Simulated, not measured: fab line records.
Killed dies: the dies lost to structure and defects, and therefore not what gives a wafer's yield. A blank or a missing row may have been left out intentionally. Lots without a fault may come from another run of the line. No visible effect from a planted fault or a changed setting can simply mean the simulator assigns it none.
A lot that was struck, set against a sound lot ; flow sky130 ; 15 out of 708 route steps
Sound: wafers L614.1, L614.3, L614.6. Wafers struck: L624.1, L624.3, L624.6. The cause is given at the end.
Order at every step that has rows: each side's tool, ch and its chambers, its first start. Under that, the readings that differ: sound wafers ; struck wafers ; difference of the means ; sigmas: that difference in standard deviations of wafers without a fault.
alike: words and numbers the same on both sides, and readings whose means are apart by under 2 such deviations; not compared: readings that were withheld, readings missing a value for some wafer, numbers with overlapping values and no deviation given by the record, and bounds like >300 which may hide the same value.
Wherever a step has rows on one side only, a row that says differs or no value, or a row with sigmas, the two part there. Numbers that don't overlap but have no deviation are shown without sigmas and don't part them. A reading missing from all wafers of one side parts the sides only when that side holds two or more wafers.

first, 2 steps without rows for these wafers: SKY_POLY_GATE_CLEAN_19 (cleans in SC1/SC2, time 150 s); SKY_POLY_GATE_OXIDATION_20 (stabilise 600 s, purge 300 s, target thk 4 nm).
SKY_POLY_GATE_THK_MEAS_21:
  sound on film metro-04 at day 19 06:33; struck on film metro-04 at day 22 23:32
  alike: POLY_GATE_OXIDATION_THK
SKY_POLY_GATE_CD_MEAS_22:
  sound on cd sem-02 at day 19 06:40; struck on cd sem-01 at day 22 23:36
  alike: cd nm
then, 7 steps without rows for these wafers: SKY_LDD_N_DEHYDRATE_00 (time 60 s); SKY_LDD_N_HMDS_01 (prime time 60 s); SKY_LDD_N_COAT_02 (resist thk 300 nm); SKY_LDD_N_SOFTBAKE_03 (time 60 s); SKY_LDD_N_EXPOSE_04 (exposes mask NTM, target cd 840 nm); SKY_LDD_N_PEB_05; SKY_LDD_N_DEVELOP_06 (develop time 60 s).
SKY_LDD_N_OVL_MEAS_07:
  sound on overlay-02 at day 20 12:55; struck on overlay-02 at day 24 05:24
  alike: LDD_N_OVL
SKY_LDD_N_IMPLANT_08:
  sound on implanter-03 ch 0, day 20 12:56; struck on implanter-03 ch 0, day 24 05:26
reading;sound;struck;difference;sigmas
dose ions cm2;7.507e+13 7.523e+13 7.514e+13;8.266e+13 8.251e+13 8.27e+13;+7.477e+12;+92
faraday current uA;411 411 418;458 472 471;+54;+6
  alike: beam energy keV
after that, 1 step had no rows for these wafers: SKY_LDD_N_IMPLANT_09.
-- a jump in the record: the struck wafers' starts before and after are 26 days apart (it breaks off in module LDD_N and resumes in module PAD_OPEN, where the first step shown is number 708 of the route) --
SKY_PAD_OPEN_PROBE_99:
  sound on prober-01 at day 47 16:11; struck on prober-02 at day 50 00:44
  alike: killed_at_M0_to_M3, killed_at_M4_up, killed at contacts, killed at front end, killed at other, killed dies, killed open, killed short
  not compared: model.etest.tip n.rs ohm sq

WHERE THEY PART
Only at SKY_LDD_N_IMPLANT_08, as far as this record shows. Later steps at which nothing parts them and some readings are alike: SKY_PAD_OPEN_PROBE_99.

WHY: whatever the simulator had introduced
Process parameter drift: implanter-03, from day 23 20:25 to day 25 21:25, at SKY_LDD_N_IMPLANT_08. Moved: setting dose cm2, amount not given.
